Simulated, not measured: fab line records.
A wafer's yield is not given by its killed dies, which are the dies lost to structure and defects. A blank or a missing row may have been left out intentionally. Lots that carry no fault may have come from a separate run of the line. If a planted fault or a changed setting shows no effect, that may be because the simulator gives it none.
8D (eight disciplines) problem report, filled in by code || flow sfq_line || the parts of the form that need people (team, actions taken, sign-off) are left out

## 1. PROBLEM STATEMENT
At SFQ_TRILAYER_L0_BARC_OPEN_METAL_ETCH_010, oes_product_au averages 1.005 a.u. over 4 wafers from 2 lots, while fault-free wafers read 0.685 a.u., standard deviation 0.0044. That is +73 standard deviations from the usual mean.
The step: etches BARC in O2, target depth 125 nm, time 41.7 s.
First seen on wafer L170.2, day 7 01:09, on rie_metal-04. The record holds 18 wafers of 6 lots with a number at this step. By rule, "out" or "out of limits" means more than 4 standard deviations away from the usual mean. All remaining wafers that have a number are taken as sound.

## 2. WHAT IT IS, WHAT IT ISN'T
{"question": "which readings at this step", "is": "oes_product_au, run_length_s", "is not": "drypump_motor_current_A"}
{"question": "which lots", "is": "L170, L171", "is not": "L158, L165, L179, L181"}
{"question": "which wafers of those lots", "is": "L170.2, L170.5, L171.1, L171.4", "is not": "L170.3, L171.5"}
{"question": "read on which tools", "is": "rie_metal-04", "is not": "rie_metal-01"}
{"question": "when", "is": "from day 7 01:09", "is not": "up to then (7 sound wafers); but 7 sound wafers of L171, L179, L181 came after"}

## 3. THE SUSPECTS, EACH WITH WHAT RULES IT OUT
Counting: a tool at a process step up to the reading stays a suspect if it ran every lot that is out. Sound lots after the first of them don't rule it out here, since some wafers of a struck lot are sound.
- pvd_sputter-05 at SFQ_TRILAYER_L0_DEP_SPUTTER_003 (material MoNx KI, target thk 40 nm, time 100 s): kept. It processed each lot that is out (first: L170, day 4 00:29); up to then, its last sound lot is L165 (day 2 23:29).
- rie_metal-04 at SFQ_TRILAYER_L0_BARC_OPEN_METAL_ETCH_010 (etches BARC in O2, target depth 125 nm, time 41.7 s): kept. It processed each lot that is out (first: L170, day 7 01:09); up to then, its last sound lot is L158 (day 3 09:13). Its own oes_product_au, run_length_s readings are out on those wafers.
- Within rie_metal-04 at SFQ_TRILAYER_L0_BARC_OPEN_METAL_ETCH_010: the wafers that are out ran in chamber 0; their sound lot-mates ran in chamber 1.
After counting, pvd_sputter-05 at SFQ_TRILAYER_L0_DEP_SPUTTER_003 and rie_metal-04 at SFQ_TRILAYER_L0_BARC_OPEN_METAL_ETCH_010 remain.

## 4. THE CAUSE (what the simulator had put in)
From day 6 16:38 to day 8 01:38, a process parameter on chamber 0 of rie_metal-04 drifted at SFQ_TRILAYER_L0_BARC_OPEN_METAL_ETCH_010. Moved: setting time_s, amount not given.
After counting, 2 suspects remain, this tool included.

## 5. SEQUENCE OF EFFECTS, ordered by route
Rows list readings where the struck wafers' mean (over those with a number) sits beyond 3 standard deviations from the usual. Only readings for which the record gives a usual standard deviation are gone through. hours: the time from each lot's start at the first step in this table that gives one to its start at this step, as a median over the lots. sigmas: the change in usual standard deviations.
{"hours": 0, "step": "SFQ_TRILAYER_L0_BARC_OPEN_METAL_ETCH_010", "reading": "oes_product_au", "usual": "0.685 a.u.", "on struck wafers": 1.005, "change": "+0.320", "sigmas": "+73"}
{"hours": 0, "step": "SFQ_TRILAYER_L0_BARC_OPEN_METAL_ETCH_010", "reading": "run_length_s", "usual": "69.7 s", "on struck wafers": 45.7, "change": -24.0, "sigmas": -59}
Here are the process steps it includes:
- SFQ_TRILAYER_L0_BARC_OPEN_METAL_ETCH_010: etches BARC in O2, target depth 125 nm, time 41.7 s.

## 6. WHAT WOULD HAVE CAUGHT IT SOONER
9 hours passed between the start of the fault at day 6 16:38 and the first reading out of limits in this record, taken at day 7 01:09.
